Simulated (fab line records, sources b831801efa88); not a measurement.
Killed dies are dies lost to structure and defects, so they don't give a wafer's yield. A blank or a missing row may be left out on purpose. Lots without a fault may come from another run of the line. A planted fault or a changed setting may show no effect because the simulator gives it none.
Which tool did it? | flow sky130 | 11 lots, 33 wafers sampled, at 4 steps of a route of 708

WHAT THE GAUGES READ, wafer by wafer
SKY_CONTACT_THK_MEAS_03.
lot  | measured     | on            | CONTACT_HDPCVD_THK (nm)
L121 | day 30 11:40 | film_metro-04 | 580 566 575
L122 | day 30 21:59 | film_metro-04 | 575 567 568
L123 | day 31 07:02 | film_metro-01 | 560 555 564
L125 | day 32 02:14 | film_metro-02 | 549 556 564
L130 | day 34 03:39 | film_metro-01 | 573 564 567
L132 | day 34 08:31 | film_metro-04 | 866 865 852
L133 | day 34 16:03 | film_metro-02 | 853 855 845
L136 | day 35 23:26 | film_metro-04 | 561 573 562
L138 | day 36 01:52 | film_metro-01 | 578 584 580
L141 | day 37 00:44 | film_metro-02 | 559 570 571
L144 | day 37 18:50 | film_metro-01 | 560 552 554

WHICH TOOL RAN EACH LOT (tool, then ch and the chambers of the sampled wafers, then the start)
lot  | SKY_LI_CONTACT_CMP_24         | SKY_LOCAL_INTERCONNECT_STRIP_15      | SKY_CONTACT_HDPCVD_02
L121 | cmp-01 ch 0,3, day 29 05:57   | plasma_asher-01 ch 0,1, day 30 10:55 | hdpcvd-02 ch 1,2, day 30 11:35
L122 | cmp-02 ch 0,1,2, day 29 16:59 | plasma_asher-01 ch 0,1, day 30 21:11 | hdpcvd-02 ch 0,1,2, day 30 21:55
L123 | cmp-02 ch 0,1,2, day 30 02:00 | plasma_asher-01 ch 0,1, day 31 06:17 | hdpcvd-01 ch 1,2, day 31 06:58
L125 | cmp-02 ch 1,2, day 30 21:38   | plasma_asher-02 ch 0,1, day 32 01:26 | hdpcvd-01 ch 1,2, day 32 02:08
L130 | cmp-02 ch 0,2, day 32 22:39   | plasma_asher-02 ch 0,1, day 34 02:52 | hdpcvd-01 ch 0,2, day 34 03:35
L132 | cmp-02 ch 0,2,3, day 33 03:54 | plasma_asher-01 ch 0,1, day 34 07:45 | hdpcvd-01 ch 0,1,2, day 34 08:26
L133 | cmp-02 ch 1,3, day 33 12:18   | plasma_asher-01 ch 0,1, day 34 15:16 | hdpcvd-01 ch 0,1,2, day 34 15:59
L136 | cmp-01 ch 2,3, day 34 19:13   | plasma_asher-04 ch 0,1, day 35 22:34 | hdpcvd-02 ch 1,2, day 35 23:22
L138 | cmp-02 ch 1,2,3, day 34 22:03 | plasma_asher-01 ch 0,1, day 36 01:07 | hdpcvd-02 ch 0,2, day 36 01:47
L141 | cmp-01 ch 0,2,3, day 35 20:46 | plasma_asher-04 ch 0,1, day 36 23:59 | hdpcvd-02 ch 0,1,2, day 37 00:38
L144 | cmp-02 ch 1,3, day 36 15:39   | plasma_asher-01 ch 0,1, day 37 18:03 | hdpcvd-02 ch 1,2, day 37 18:46
- SKY_LI_CONTACT_CMP_24: polishes, stops on PSG, t overpolish 20 s, target thk 0 nm.
- SKY_LOCAL_INTERCONNECT_STRIP_15: strips in O2/N2.
- SKY_CONTACT_HDPCVD_02: deposits SiO2, target thk 565 nm, time 94.2 s.

THE ANSWER, worked out from the rows above alone
Rule: what is usual is taken from the lots themselves. Put in order of their means at a reading, lots are off if they are a third of the lots or fewer, leave a main group of 4 or more, and stand apart from it by a gap of 3 or more times the standard deviation of the main group's means; of several such gaps the widest counts. A main group whose means are all the same, to the digits that the tables above print for the reading, isn't used. A lot without any number at a reading at which 4 lots or more have one is off too. The other lots that the step has rows for count as sound.
Off: L132, L133, at SKY_CONTACT_THK_MEAS_03 (CONTACT_HDPCVD_THK). The main group: mean 566 nm, standard deviation 7.8.
A tool fits if, at a process step before that reading, it ran every lot that is off, and no sound lot after the first of them. The gauges at SKY_CONTACT_THK_MEAS_03 are tried like those tools. One fits: hdpcvd-01 at SKY_CONTACT_HDPCVD_02. Its last sound lot is L130 (day 34 03:35), its first lot that is off L132 (day 34 08:26): a fault that began between those two fits.

WHAT THE SIMULATOR HAD PUT IN
Process parameter drift: hdpcvd-01, from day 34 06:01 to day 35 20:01, at SKY_CONTACT_HDPCVD_02. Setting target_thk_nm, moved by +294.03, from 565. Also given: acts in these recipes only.
Lots struck among those shown: L132, L133. The rule above found the same.
